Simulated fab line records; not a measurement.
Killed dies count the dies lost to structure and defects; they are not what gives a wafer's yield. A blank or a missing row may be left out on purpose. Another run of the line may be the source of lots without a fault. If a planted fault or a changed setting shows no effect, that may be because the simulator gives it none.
fab line records	flow gf180mcu
record: lots: 6	wafers: 17	lastDay: 34
route steps=602 shown SAB@269 SALICIDE@278
lots that met no fault: from a run of the same line without faults
startH: the number of hours between the record's first day and the start of the first shown wafer of the lot	waitH: time in hours since the lot's previous step	" unchanged from the row above	L1.1+2: one row covering several wafers at once	- no value, or no start given	* or withheld: withheld	< > ~ a bound
route shown NAME@n: names a module that has steps shown in the file, with the first one's number in the route	usual: mean/standard deviation of fault-free wafers	same: alike in all rows	chamber/n: place in a boat	sites: the reading at each site	_std_site: standard deviation of those values	_edge_site: mean of outer sites minus mean of inner sites	radiusMm: for every site, how far away it sits from the centre of the wafer	mask NAME#n: copy n	behind: the tool/chamber that last shaped the wafer	hold: cause of the lot's hold/its duration in hours/its outcome	device: whichever transistor did not switch (one of n, p or np)	end of line: tests run on the same wafers once the route is complete	a step given without rows: its recipe and nothing more	killed: not the wafer's yield, but the dies lost to structure and defects at the first sort	map: a wafer's dies, marking killed ones x, the rest . and places with no die _
set.NAME: setting as actually run; set.NAME@STEP: the setting as run at that earlier step	model.NAME: the simulator's own value behind a step, which no gauge read
lots at selected steps of the route; one table per step, one row per wafer
services: a tool's chamber out of use, with start hour (startH, from the record's first day; less than 0 if before it), hours out, and reason
== steps ==
step: GF_SAB_SOFTBAKE_05
recipe: tempC: 90	timeS: 60	resist: NOVOLAK
step: GF_SAB_EXPOSE_06
recipe: maskId: SAB	targetCdNm: 420	na: 0.6	sourceShape: conventional	sigmaOuter: 0.6	doseMj: 140
step: GF_SAB_PEB_07
recipe: tempC: withheld	timeS: *	resist: NOVOLAK
step: GF_SAB_DEVELOP_08
recipe: developTimeS: 60	devTempC: 23
step: GF_SAB_CD_MEAS_09
recipe: targetCdNm: 420
usual: cdNm: 418.9/2.1
lot.wafer	tool	chamber	startH	waitH	cdNm
L524.1	cdSem-01	-	363.04	0.1	417.7
L524.2	"	-	"	"	416.9
L524.6	"	-	"	"	417.4
L525.1	cdSem-01	-	371.95	0.1	418.3
L525.4	"	-	"	"	420.4
L525.5	"	-	"	"	419.9
L527.5	cdSem-02	-	392.71	0.1	414.8
L527.6	"	-	"	"	415.9
L534.1	cdSem-02	-	448.45	0.1	419.1
L534.3	"	-	"	"	418.4
L534.6	"	-	"	"	418.1
L535.4	cdSem-02	-	457.45	0.1	418.0
L535.5	"	-	"	"	417.6
L535.6	"	-	"	"	419.7
L545.2	cdSem-02	-	537.30	0.1	422.4
L545.3	"	-	"	"	418.7
L545.5	"	-	"	"	423.4
step: GF_SAB_OVL_MEAS_10
usual: SAB_OVL: 1.4/1.2
lot.wafer	tool	chamber	startH	waitH	SAB_OVL[nm]
L524.1	overlay-02	-	363.16	0.1	2.4
L524.2	"	-	"	"	2.1
L524.6	"	-	"	"	2.5
L525.1	overlay-02	-	372.07	0.1	2.1
L525.4	"	-	"	"	1.5
L525.5	"	-	"	"	2.7
L527.5	overlay-01	-	392.78	0.0	0.1
L527.6	"	-	"	"	0.9
L534.1	overlay-01	-	448.57	0.1	2.1
L534.3	"	-	"	"	0.4
L534.6	"	-	"	"	0.2
L535.4	overlay-01	-	457.53	0.1	3.2
L535.5	"	-	"	"	2.5
L535.6	"	-	"	"	2.3
L545.2	overlay-02	-	537.40	0.1	-0.3
L545.3	"	-	"	"	0.1
L545.5	"	-	"	"	-0.8
step: GF_SAB_ETCH_11
recipe: chemistry: C4F8/O2/Ar	maskMaterial: NOVOLAK	target: SiO2	targetDepthNm: 55	sourceW: 1500	biasW: 1200	pressureMtorr: 40	c4f8FlowSccm: withheld	O2_flow_sccm: 6	Ar_flow_sccm: 300	timeS: 8.5
usual: chamberPressureMTorr: 40.01/0.037	oesProductAu: 1.003/0.013
lot.wafer	tool	chamber	startH	waitH	chamberPressureMTorr	oesProductAu	rfHoursCounterH
L524.1	rieDiel-04	2	363.20	0.0	40.02	1.008	8
L524.2	"	0	"	"	40.00	1.017	9
L524.6	"	0	"	"	39.99	1.012	-
L525.1	rieDiel-04	3	372.10	0.0	39.98	1.011	11
L525.4	"	0	"	"	39.99	1.021	-
L525.5	"	3	"	"	39.93	1.016	-
L527.5	rieDiel-02	1	392.80	0.0	40.04	0.983	-
L527.6	"	2	"	"	40.02	1.005	-
L534.1	rieDiel-02	2	448.60	0.0	40.01	1.015	11
L534.3	"	3	"	"	39.99	1.020	3
L534.6	"	0	"	"	40.05	0.994	-
L535.4	rieDiel-02	2	457.54	0.0	40.02	1.014	11
L535.5	"	1	"	"	40.02	0.999	-
L535.6	"	0	"	"	40.00	0.984	-
L545.2	rieDiel-02	3	537.43	0.0	40.08	1.018	6
L545.3	"	2	"	"	39.98	1.000	13
L545.5	"	2	"	"	40.04	1.007	-
step: GF_SAB_WET_ETCH_12
recipe: chemistry: dHF	targetDepthNm: 22	dry: n2Spin	target: SiO2	tempC: 25	dilution: 100:1	timeS: 440
step: GF_SAB_STRIP_13
recipe: chemistry: O2/N2	powerW: 1400	pressureMtorr: 1500	platenTempC: 250	o2FlowSccm: 3000	n2FlowSccm: 300	overashFraction: 0.5
usual: chamberPressureMTorr: 1500.0/1.4	drypumpMotorCurrentA: 5.72/0.22	heaterPowerW: 327/34	n2FlowSccm: 299.8/0.92	oesProductAu: 0.710/0.0043	stripTimeToEndpointS: 12.60/0.04
lot.wafer	tool	chamber	startH	waitH	chamberPressureMTorr	drypumpMotorCurrentA	heaterPowerW	n2FlowSccm	oesProductAu	rfHoursCounterH	stripTimeToEndpointS
L524.1	plasmaAsher-04	0	363.36	0.0	1502.9	5.65	328	299.8	0.711	60	12.55
L524.2	"	1	"	"	1500.2	5.62	301	299.7	0.713	60	12.60
L524.6	"	0	"	"	1501.1	5.63	328	299.4	0.704	-	12.59
L525.1	plasmaAsher-03	1	372.27	0.0	1499.3	5.79	381	299.7	0.710	27	12.59
L525.4	"	0	"	"	1497.6	5.85	320	300.6	0.707	-	12.56
L525.5	"	0	"	"	1499.1	5.86	318	301.7	0.706	-	12.56
L527.5	plasmaAsher-03	1	393.01	0.1	1502.1	5.79	370	299.1	0.705	-	12.60
L527.6	"	0	"	"	1498.2	5.85	324	300.4	0.707	-	12.56
L534.1	plasmaAsher-03	1	448.76	0.0	1501.4	5.80	379	299.5	0.712	35	12.60
L534.3	"	0	"	"	1498.3	5.88	322	298.8	0.713	-	12.63
L534.6	"	0	"	"	1501.6	5.87	316	300.2	0.712	-	12.62
L535.4	plasmaAsher-03	1	457.73	0.0	1499.0	5.81	372	299.7	0.712	-	12.64
L535.5	"	0	"	"	1498.8	5.87	326	301.0	0.709	-	12.68
L535.6	"	1	"	"	1499.3	5.81	377	301.2	0.708	-	12.71
L545.2	plasmaAsher-04	1	537.59	0.0	1496.9	5.66	296	300.2	0.708	78	12.61
L545.3	"	1	"	"	1499.4	5.65	307	299.7	0.706	-	12.64
L545.5	"	1	"	"	1501.9	5.66	306	298.5	0.705	-	12.61
step: GF_SALICIDE_CLEAN_00
recipe: chemistry: SC1/SC2	mix: 1:4:20	tempC: 70	timeS: 150
step: GF_SALICIDE_WET_ETCH_01
recipe: chemistry: dHF	targetDepthNm: 5	dry: ipaMarangoni	target: SiO2	tempC: 25	dilution: 100:1	timeS: 100
step: GF_SALICIDE_SPUTTER_02
recipe: material: Co	targetThkNm: 10	powerW: 1000	timeS: 20	chamberPressurePa: 0.4
usual: throttleValvePct: 29.9/0.72
lot.wafer	tool	chamber	startH	waitH	throttleValvePct
L524.1	pvdSputter-04	-	363.59	0.0	30.2
L524.2	"	-	"	"	30.1
L524.6	"	-	"	"	30.0
L525.1	pvdSputter-03	-	372.46	0.0	30.5
L525.4	"	-	"	"	28.8
L525.5	"	-	"	"	29.0
L527.5	pvdSputter-04	-	393.14	0.0	30.2
L527.6	"	-	"	"	30.1
L534.1	pvdSputter-04	-	448.94	0.0	29.9
L534.3	"	-	"	"	30.2
L534.6	"	-	"	"	29.9
L535.4	pvdSputter-02	-	457.88	0.0	29.9
L535.5	"	-	"	"	31.2
L535.6	"	-	"	"	29.8
L545.2	pvdSputter-03	-	537.77	0.0	31.2
L545.3	"	-	"	"	30.1
L545.5	"	-	"	"	31.0
step: GF_SALICIDE_SPUTTER_03
recipe: material: TiN	targetThkNm: 20	powerW: 6500	timeS: 16.7	chamberPressurePa: 0.4
usual: throttleValvePct: 29.9/0.72
lot.wafer	tool	chamber	startH	waitH	throttleValvePct	model.TiN_of_SALICIDE_SPUTTER_03.thkNm
L524.1	pvdSputter-04	-	363.62	0.0	30.1	20.3
L524.2	"	-	"	"	30.1	20.03
L524.6	"	-	"	"	29.9	26.7
L525.1	pvdSputter-03	-	372.49	0.0	30.5	19.84
L525.4	"	-	"	"	28.8	20.15
L525.5	"	-	"	"	29.1	20.1
L527.5	pvdSputter-04	-	393.17	0.0	30.1	26.38
L527.6	"	-	"	"	29.7	26.58
L534.1	pvdSputter-04	-	448.97	0.0	29.9	20.54
L534.3	"	-	"	"	30.0	20.24
L534.6	"	-	"	"	30.0	20.5
L535.4	pvdSputter-02	-	457.91	0.0	30.0	20.29
L535.5	"	-	"	"	30.8	20.48
L535.6	"	-	"	"	29.7	20.31
L545.2	pvdSputter-03	-	537.80	0.0	31.3	20.61
L545.3	"	-	"	"	30.5	20.2
L545.5	"	-	"	"	31.6	20.45
step: GF_SALICIDE_RS_MEAS_04
recipe: thkMeasGauge: four-point-probe	reads: TiN_of_SALICIDE_SPUTTER_03+Co_of_SALICIDE_SPUTTER_02
usual: SALICIDE_TIN_RS: 16.35/0.29
lot.wafer	tool	chamber	startH	waitH	SALICIDE_TIN_RS[ohm/sq]
L524.1	filmMetro-01	-	363.65	0.0	15.93
L524.2	"	-	"	"	16.78
L524.6	"	-	"	"	14.80
L525.1	filmMetro-02	-	372.51	0.0	16.56
L525.4	"	-	"	"	16.38
L525.5	"	-	"	"	16.42
L527.5	filmMetro-01	-	393.26	0.1	14.34
L527.6	"	-	"	"	14.43
L534.1	filmMetro-02	-	449.00	0.0	16.50
L534.3	"	-	"	"	16.58
L534.6	"	-	"	"	16.53
L535.4	filmMetro-03	-	458.00	0.1	16.70
L535.5	"	-	"	"	16.66
L535.6	"	-	"	"	16.60
L545.2	filmMetro-01	-	537.85	0.0	15.98
L545.3	"	-	"	"	16.08
L545.5	"	-	"	"	16.47
step: GF_SALICIDE_THK_MEAS_05
recipe: thkMeasGauge: xrf	reads: TiN_of_SALICIDE_SPUTTER_03
usual: SALICIDE_TIN_THK: 20.07/0.25
lot.wafer	tool	chamber	startH	waitH	SALICIDE_TIN_THK[nm]
L524.1	filmMetro-01	-	363.77	0.1	20.42
L524.2	"	-	"	"	20.16
L524.6	"	-	"	"	26.72
L525.1	filmMetro-02	-	372.63	0.1	19.66
L525.4	"	-	"	"	19.95
L525.5	"	-	"	"	19.96
L527.5	filmMetro-01	-	393.34	0.1	26.60
L527.6	"	-	"	"	26.76
L534.1	filmMetro-02	-	449.12	0.1	20.34
L534.3	"	-	"	"	20.14
L534.6	"	-	"	"	20.23
L535.4	filmMetro-03	-	458.09	0.1	20.08
L535.5	"	-	"	"	20.34
L535.6	"	-	"	"	20.16
L545.2	filmMetro-01	-	537.96	0.1	20.73
L545.3	"	-	"	"	20.31
L545.5	"	-	"	"	20.54
step: GF_SALICIDE_RTA_06
recipe: tempC: 530	timeS: 30	ambient: N2
usual: lampPowerPct: 5.4/0.35	wafer_temp_C_max: 533.2/0.6
lot.wafer	tool	chamber	startH	waitH	lampPowerPct	wafer_temp_C_max
L524.1	rtpAnneal-02	0	363.83	0.1	5.7	532.7
L524.2	"	0	"	"	5.8	532.9
L524.6	"	0	"	"	5.8	533.6
L525.1	rtpAnneal-02	0	372.69	0.1	5.8	533.8
L525.4	"	0	"	"	5.8	533.5
L525.5	"	0	"	"	5.8	533.4
L527.5	rtpAnneal-02	0	393.43	0.1	5.7	533.3
L527.6	"	0	"	"	5.8	533.0
L534.1	rtpAnneal-01	0	449.18	0.1	5.1	532.2
L534.3	"	0	"	"	5.1	533.4
L534.6	"	0	"	"	5.1	533.8
L535.4	rtpAnneal-01	0	458.17	0.1	5.1	534.4
L535.5	"	0	"	"	5.1	533.8
L535.6	"	0	"	"	5.1	534.1
L545.2	rtpAnneal-01	0	538.04	0.1	5.1	533.1
L545.3	"	0	"	"	5.1	533.3
L545.5	"	0	"	"	5.0	532.6
== services ==
tool	chamber	startH	hours	kind
rieDiel-02	1	344.22	3.6	repair
rieDiel-04	1	346.00	1.3	repair
rtpAnneal-01	-	354.39	1.4	pm
rieDiel-04	2	370.34	3.4	repair
rieDiel-04	0	373.90	12.9	repair
rtpAnneal-02	-	379.84	5.3	pm
rieDiel-04	2	380.60	8.0	repair
pvdSputter-02	-	400.46	2.4	repair
rieDiel-04	-	404.52	2.8	pm
pvdSputter-04	-	405.55	16.4	repair
rieDiel-04	2	410.42	4.2	repair
rieDiel-02	3	434.16	3.4	repair
rieDiel-04	3	435.06	4.3	repair
pvdSputter-03	-	459.16	3.8	repair
rieDiel-02	-	465.74	1.1	repair
plasmaAsher-04	-	476.55	2.8	pm
rieDiel-02	-	481.95	0.1	repair
pvdSputter-02	-	490.01	0.5	repair
pvdSputter-03	-	495.60	1.7	repair
rieDiel-04	2	498.91	4.0	repair
pvdSputter-04	0	520.51	-	consumableReplace:kit
pvdSputter-04	0	520.51	18.0	scheduledDown
pvdSputter-04	0	520.51	18.0	ventCycle
rieDiel-02	1	536.00	4.2	repair
== key ==
firstSign: step: GF_SALICIDE_RS_MEAS_04	reading: SALICIDE_TIN_RS	direction: down	sigmas: 6.3	usual: 16.35	struck: 14.52
effect: step: GF_SALICIDE_THK_MEAS_05	reading: SALICIDE_TIN_THK	direction: up	sigmas: 26	usual: 20.07	struck: 26.69
modelEffect: step: GF_SALICIDE_SPUTTER_03	value: TiN_of_SALICIDE_SPUTTER_03.thkNm	without: 19.87	struck: 26.56
metAt GF_SALICIDE_SPUTTER_03
struckWafers L524.6,L527.5,L527.6
testerLeftOut L524,L527
fault: kind: processParameterDrift	tool: pvdSputter-04	chamber: -	onsetH: 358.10	steps: GF_SALICIDE_SPUTTER_03	channel: targetThkNm	offset: 6.6875	shape: step	endH: 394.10	scope: struckWafersOnly	actsIn: theseRecipesOnly	stated: 20
testerLeftOut: of these lots the tester's yield and bins aren't shown, on N5 and GAA mostly nor the transistor test; their killed dies are dies lost to structure and defects alone, not to doping, threshold or leakage, so they don't give the yield
